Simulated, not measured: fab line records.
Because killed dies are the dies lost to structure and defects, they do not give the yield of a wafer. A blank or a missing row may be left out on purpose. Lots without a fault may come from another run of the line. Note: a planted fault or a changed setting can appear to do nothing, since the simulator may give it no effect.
Which tool did it?	flow gf180mcu	72 wafers from 24 lots sampled at 5 of the route's 602 steps

## WHAT THE GAUGES READ, wafer by wafer
GF_V2_THK_MEAS_25: measures by xrf. Usual: for V2_W_THK the level is 345 nm and the standard deviation is 4.5.
lot	measured	on	V2_W_THK (nm)	flag
L074	day 20 08:01	film-metro-03	351 342 341	
L075	day 20 19:22	film-metro-02	338 340 341	
L076	day 21 04:06	film-metro-03	340 342 350	
L078	day 21 19:30	film-metro-04	345 345 348	
L077	day 21 21:52	film-metro-03	342 345 342	
L079	day 21 22:55	film-metro-04	345 347 349	
L080	day 22 14:49	film-metro-04	345 348 347	
L081	day 22 21:02	film-metro-03	335 341 344	
L082	day 23 09:41	film-metro-04	338 342 342	
L083	day 23 16:43	film-metro-02	348 350 351	
L084	day 23 22:56	film-metro-04	339 337 338	
L085	day 24 12:53	film-metro-04	349 356 353	
L086	day 24 19:52	film-metro-04	350 342 350	
L087	day 25 10:20	film-metro-04	345 349 346	
L088	day 25 12:27	film-metro-04	352 348 353	
L089	day 25 17:31	film-metro-02	342 347 337	
L090	day 25 23:17	film-metro-04	341 346 347	
L091	day 26 06:02	film-metro-02	352 353 352	
L092	day 26 12:52	film-metro-03	344 347 349	
L093	day 26 18:32	film-metro-03	341 343 343	
L094	day 27 03:17	film-metro-02	339 340 345	
L095	day 27 12:58	film-metro-03	348 341 344	
L096	day 27 20:08	film-metro-04	342 342 344	
L097	day 28 05:11	film-metro-02	348 349 350	

GF_V5_OVL_MEAS_15. Usual: for V5_OVL the level is -1 nm and the standard deviation is 5.2.
lot	measured	on	V5_OVL (nm)	flag
L074	day 27 03:10	overlay-02	-8 -7 -7	
L075	day 27 14:49	overlay-02	-5 7 -5	
L076	day 27 20:41	overlay-02	-8 -2 -2	
L078	day 28 09:59	overlay-02	0 3 1	
L077	day 28 12:35	overlay-01	0 3 7	
L079	day 28 13:26	overlay-02	-5 3 -5	
L080	day 29 03:24	overlay-02	6 4 9	
L081	day 29 07:49	overlay-01	-6 -1 -2	
L082	day 29 18:56	overlay-02	-7 0 -2	
L083	day 30 02:12	overlay-02	-14 -11 -5	
L084	day 30 06:21	overlay-02	-4 -2 -2	
L085	day 30 17:08	overlay-01	6 9 0	
L086	day 30 22:26	overlay-01	9 6 2	
L087	day 31 11:50	overlay-02	-2 -9 -3	
L088	day 31 14:01	overlay-02	3 6 2	
L089	day 31 18:00	overlay-01	3 7 -3	
L090	day 31 21:20	overlay-02	2 5 1	
L091	day 32 03:08	overlay-01	-9 3 -1	
L092	day 32 09:27	overlay-01	0 1 11	
L093	day 32 15:07	overlay-01	5 -4 4	
L094	day 32 20:10	overlay-02	5 10 7	
L095	day 33 05:08	overlay-02	5 3 2	
L096	day 33 10:37	overlay-01	-5 -2 -6	
L097	day 33 17:26	overlay-02	-4 -2 5	

## WHICH TOOL RAN EACH LOT (tool, then ch and the chambers of the sampled wafers, then the start)
lot	GF_M1_SPUTTER_03	GF_V1_ETCH_17	GF_MIM_SPUTTER_02
L074	pvd-sputter-03, day 16 03:43	rie-diel-03 ch 0,2, day 20 08:01 or earlier	pvd-sputter-04, day 24 10:48
L075	pvd-sputter-03, day 16 13:52	rie-diel-02 ch 2,3, day 20 19:22 or earlier	pvd-sputter-03, day 24 22:05
L076	pvd-sputter-02, day 16 22:13	rie-diel-01 ch 0,1,2, day 21 04:06 or earlier	pvd-sputter-04, day 25 05:17
L078	pvd-sputter-03, day 17 13:19	rie-diel-02 ch 0,2,3, day 21 19:30 or earlier	pvd-sputter-04, day 25 19:24
L077	pvd-sputter-02, day 17 16:37	rie-diel-01 ch 0,1,2, day 21 21:52 or earlier	pvd-sputter-04, day 25 21:23
L079	pvd-sputter-04, day 17 18:22	rie-diel-02 ch 0,2, day 21 22:55 or earlier	pvd-sputter-04, day 25 22:31
L080	pvd-sputter-04, day 18 08:38	rie-diel-03 ch 0,2,3, day 22 14:49 or earlier	pvd-sputter-02, day 26 12:55
L081	pvd-sputter-04, day 18 15:46	rie-diel-03 ch 0,1,3, day 22 21:02 or earlier	pvd-sputter-04, day 26 19:17
L082	pvd-sputter-02, day 19 04:59	rie-diel-03 ch 0,2,3, day 23 09:41 or earlier	pvd-sputter-04, day 27 06:22
L083	pvd-sputter-03, day 19 11:56	rie-diel-01 ch 0,1,2, day 23 16:43 or earlier	pvd-sputter-02, day 27 13:09
L084	pvd-sputter-03, day 19 19:28	rie-diel-02 ch 2,3, day 23 22:56 or earlier	pvd-sputter-02, day 27 18:47
L085	pvd-sputter-04, day 20 10:37	rie-diel-02 ch 0,1,3, day 24 12:53 or earlier	pvd-sputter-02, day 28 06:59
L086	pvd-sputter-04, day 20 17:11	rie-diel-01 ch 0,1,3, day 24 19:52 or earlier	pvd-sputter-04, day 28 12:30
L087	pvd-sputter-03, day 21 10:49	rie-diel-01 ch 0,1, day 25 10:20 or earlier	pvd-sputter-04, day 29 02:00
L088	pvd-sputter-02, day 21 11:40	rie-diel-03 ch 0,2, day 25 12:27 or earlier	pvd-sputter-03, day 29 05:10
L089	pvd-sputter-03, day 21 18:19	rie-diel-03 ch 0,1,2, day 25 17:31 or earlier	pvd-sputter-03, day 29 08:48
L090	pvd-sputter-02, day 22 00:49	rie-diel-02 ch 1,2,3, day 25 23:17 or earlier	pvd-sputter-03, day 29 14:32
L091	pvd-sputter-04, day 22 10:15	rie-diel-01 ch 1,2,3, day 26 06:02 or earlier	pvd-sputter-04, day 29 19:48
L092	pvd-sputter-03, day 22 15:28	rie-diel-02 ch 1,3, day 26 12:52 or earlier	pvd-sputter-04, day 30 02:18
L093	pvd-sputter-03, day 22 22:29	rie-diel-01 ch 0,1,3, day 26 18:32 or earlier	pvd-sputter-02, day 30 07:57
L094	pvd-sputter-03, day 23 10:04	rie-diel-02 ch 2,3, day 27 03:17 or earlier	pvd-sputter-03, day 30 15:10
L095	pvd-sputter-04, day 23 17:54	rie-diel-01 ch 1,2,3, day 27 12:58 or earlier	pvd-sputter-04, day 30 23:53
L096	pvd-sputter-02, day 24 02:55	rie-diel-02 ch 0,2, day 27 20:08 or earlier	pvd-sputter-03, day 31 05:50
L097	pvd-sputter-03, day 24 11:55	rie-diel-02 ch 0,1,2, day 28 05:11 or earlier	pvd-sputter-04, day 31 14:12
- GF_M1_SPUTTER_03: material Ti, target thk 10 nm, time 6.7 s.
- GF_V1_ETCH_17: etches SiO2 in C4F8/O2/Ar, stops on TiN, target depth 630 nm.
- GF_MIM_SPUTTER_02: material AlCu, target thk 450 nm, time 23.9 s.

## AS READ BY THE TOOLS THEMSELVES (means over the sampled wafers that have a number; for cases with no such wafer, the mark the record gives instead)
GF_M1_SPUTTER_03. Usual: cathode-dc-power-W 3000.0 W, standard deviation 0.56; throttle-valve-pct 30.4 %, standard deviation 1.1.
lot	tool	cathode-dc-power-W (W)	throttle-valve-pct (%)	flag
L074	pvd-sputter-03	2999.6	30.5	
L075	pvd-sputter-03	3000.0	30.1	
L076	pvd-sputter-02	3000.4	31.1	
L078	pvd-sputter-03	3000.1	29.1	
L077	pvd-sputter-02	3000.4	31.0	
L079	pvd-sputter-04	2999.9	30.1	
L080	pvd-sputter-04	2999.7	29.6	
L081	pvd-sputter-04	2999.6	30.0	
L082	pvd-sputter-02	3000.3	30.9	
L083	pvd-sputter-03	3000.0	31.2	
L084	pvd-sputter-03	3000.4	30.5	
L085	pvd-sputter-04	2999.6	30.5	
L086	pvd-sputter-04	3000.0	31.1	
L087	pvd-sputter-03	3000.6	29.6	
L088	pvd-sputter-02	2999.9	31.0	
L089	pvd-sputter-03	3000.0	30.4	
L090	pvd-sputter-02	3000.0	31.5	
L091	pvd-sputter-04	2999.7	30.1	
L092	pvd-sputter-03	2999.8	29.7	
L093	pvd-sputter-03	2999.9	28.9	
L094	pvd-sputter-03	2999.5	29.7	
L095	pvd-sputter-04	3000.7	30.2	
L096	pvd-sputter-02	2999.8	31.4	
L097	pvd-sputter-03	3000.1	29.8	

GF_V1_ETCH_17. Usual: oes-product-au 0.856 a.u., standard deviation 0.0043.
lot	tool	oes-product-au (a.u.)	flag
L074	rie-diel-03	0.855	
L075	rie-diel-02	0.858	
L076	rie-diel-01	0.852	
L078	rie-diel-02	0.858	
L077	rie-diel-01	0.857	
L079	rie-diel-02	0.857	
L080	rie-diel-03	0.858	
L081	rie-diel-03	0.855	
L082	rie-diel-03	0.856	
L083	rie-diel-01	0.853	
L084	rie-diel-02	0.855	
L085	rie-diel-02	0.853	
L086	rie-diel-01	0.856	
L087	rie-diel-01	0.852	
L088	rie-diel-03	0.853	
L089	rie-diel-03	0.854	
L090	rie-diel-02	0.853	
L091	rie-diel-01	0.859	
L092	rie-diel-02	0.853	
L093	rie-diel-01	0.858	
L094	rie-diel-02	0.856	
L095	rie-diel-01	0.852	
L096	rie-diel-02	0.856	
L097	rie-diel-02	0.855	

GF_MIM_SPUTTER_02. Usual: cathode-dc-power-W 10600 W, standard deviation 2; throttle-valve-pct 30.5 %, standard deviation 1.1.
lot	tool	cathode-dc-power-W (W)	throttle-valve-pct (%)	flag
L074	pvd-sputter-04	10601	31.6	
L075	pvd-sputter-03	10600	30.1	
L076	pvd-sputter-04	10599	30.6	
L078	pvd-sputter-04	10599	30.6	
L077	pvd-sputter-04	10601	31.0	
L079	pvd-sputter-04	10601	31.5	
L080	pvd-sputter-02	10601	30.8	
L081	pvd-sputter-04	10599	30.2	
L082	pvd-sputter-04	10600	30.6	
L083	pvd-sputter-02	10601	31.0	
L084	pvd-sputter-02	10601	31.1	
L085	pvd-sputter-02	10601	31.1	
L086	pvd-sputter-04	10599	30.6	
L087	pvd-sputter-04	10600	30.5	
L088	pvd-sputter-03	10601	29.4	
L089	pvd-sputter-03	10602	29.5	
L090	pvd-sputter-03	10601	30.0	
L091	pvd-sputter-04	10601	31.0	
L092	pvd-sputter-04	10599	29.3	
L093	pvd-sputter-02	10599	31.1	
L094	pvd-sputter-03	10601	29.2	
L095	pvd-sputter-04	10600	30.1	
L096	pvd-sputter-03	10599	29.0	
L097	pvd-sputter-04	10602	31.0	

## THE ANSWER, worked out from the rows above alone
Rule: a lot is off if the mean of its wafers that have a number lies more than 3 standard deviations from the usual mean. Also off: a lot with no number at a reading for which 4 or more lots have one. Any other lot the step has rows for is counted as sound. After the gauges, taken in route order, come the tools' own readings; for these a lot's mean is taken, as printed above. The first step at which some lot is off is used, and at that step the reading that is off furthest; a lot without a number counts as furthest.
No lot is off on any of the readings shown, so nothing can be concluded from this.

## WHAT THE SIMULATOR HAD INSERTED
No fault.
